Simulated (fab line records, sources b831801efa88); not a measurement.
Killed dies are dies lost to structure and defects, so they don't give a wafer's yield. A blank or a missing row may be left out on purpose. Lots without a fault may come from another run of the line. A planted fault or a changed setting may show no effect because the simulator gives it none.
Which tool did it? | flow sky130 | 24 lots, 72 wafers sampled, at 2 steps of a route of 708

WHAT THE GAUGES READ, wafer by wafer
SKY_CONTACT_THK_MEAS_03. Usual: CONTACT_HDPCVD_THK 567 nm, standard deviation 6.8.
lot  | measured     | on            | CONTACT_HDPCVD_THK (nm) | flag
L074 | day 30 11:40 | film_metro-04 | 564 553 573             |
L075 | day 30 20:23 | film_metro-04 | 558 571 564             |
L076 | day 31 05:05 | film_metro-01 | 579 580 572             |
L077 | day 31 17:48 | film_metro-02 | 573 572 563             |
L078 | day 32 02:53 | film_metro-01 | 569 572 565             |
L079 | day 32 07:37 | film_metro-01 | 545 539 564             |
L080 | day 32 08:43 | film_metro-02 | 561 576 571             |
L081 | day 32 18:52 | film_metro-04 | 568 580 566             |
L082 | day 33 05:02 | film_metro-04 | 571 577 565             |
L083 | day 33 11:37 | film_metro-01 | 570 570 568             |
L084 | day 33 18:21 | film_metro-04 | 582 571 572             |
L085 | day 34 00:05 | film_metro-02 | 577 566 576             |
L086 | day 34 05:26 | film_metro-01 | 570 561 562             |
L089 | day 36 00:55 | film_metro-04 | 567 569 577             |
L087 | day 36 01:11 | film_metro-04 | 566 568 561             |
L088 | day 36 01:32 | film_metro-02 | 571 565 565             |
L090 | day 36 01:44 | film_metro-01 | 556 559 566             |
L091 | day 36 03:16 | film_metro-02 | 571 560 564             |
L092 | day 36 06:11 | film_metro-04 | 562 568 563             |
L093 | day 36 10:44 | film_metro-02 | 574 564 573             |
L094 | day 36 16:44 | film_metro-04 | 564 577 561             |
L095 | day 37 06:37 | film_metro-04 | 567 573 565             |
L096 | day 37 13:08 | film_metro-01 | 573 566 569             |
L097 | day 37 22:32 | film_metro-02 | 564 561 559             |

SKY_VIA1_BOW_MEAS_03. Usual: VIA1_BOW 81 um, standard deviation 6.7.
lot  | measured     | on            | VIA1_BOW (um) | flag
L074 | day 33 05:49 | film_metro-02 | 78 83 86      |
L075 | day 33 06:45 | film_metro-01 | 96 78 88      |
L076 | day 33 14:03 | film_metro-01 | 76 89 81      |
L077 | day 34 01:22 | film_metro-02 | 79 66 75      |
L078 | day 34 12:59 | film_metro-01 | 83 78 90      |
L079 | day 34 16:44 | film_metro-03 | 84 90 71      |
L080 | day 34 17:37 | film_metro-03 | 85 85 80      |
L081 | day 35 02:59 | film_metro-03 | 78 86 88      |
L082 | day 35 14:54 | film_metro-01 | 87 88 81      |
L083 | day 35 20:11 | film_metro-02 | 79 68 84      |
L084 | day 36 02:35 | film_metro-02 | 68 85 76      |
L085 | day 36 07:47 | film_metro-02 | 86 87 70      |
L086 | day 36 13:46 | film_metro-02 | 85 68 86      |
L089 | day 38 07:23 | film_metro-03 | 83 85 84      |
L087 | day 38 09:07 | film_metro-03 | 83 103 89     |
L088 | day 38 09:28 | film_metro-01 | 73 82 87      |
L090 | day 38 09:31 | film_metro-03 | 79 87 84      |
L091 | day 38 10:34 | film_metro-01 | 74 79 75      |
L092 | day 38 12:58 | film_metro-01 | 80 69 81      |
L093 | day 38 17:34 | film_metro-01 | 72 87 84      |
L094 | day 38 22:42 | film_metro-03 | 83 90 88      |
L095 | day 39 13:44 | film_metro-03 | 75 73 78      |
L096 | day 39 20:16 | film_metro-01 | 83 81 82      |
L097 | day 40 04:31 | film_metro-02 | 84 67 82      |

WHICH TOOL RAN EACH LOT (tool, then ch and the chambers of the sampled wafers, then the start)
The record holds no process step before these readings.

WHAT THE TOOLS THEMSELVES READ (means of the sampled wafers that have a number; where no wafer has one, the mark that the record gives instead)
The record holds no such reading with a usual standard deviation.

THE ANSWER, worked out from the rows above alone
Rule: a lot is off if the mean of its wafers that have a number lies more than 3 standard deviations from the usual mean. A lot without any number at a reading at which 4 lots or more have one is off too. The other lots that the step has rows for count as sound. The gauges are gone through in route order, then the tools' own readings, and for those a lot's mean is taken as printed above. The first step at which some lot is off is used, and at that step the reading that is off furthest; a lot without a number counts as furthest.
No lot is off at any reading shown: from this, nothing can be told.

WHAT THE SIMULATOR HAD PUT IN
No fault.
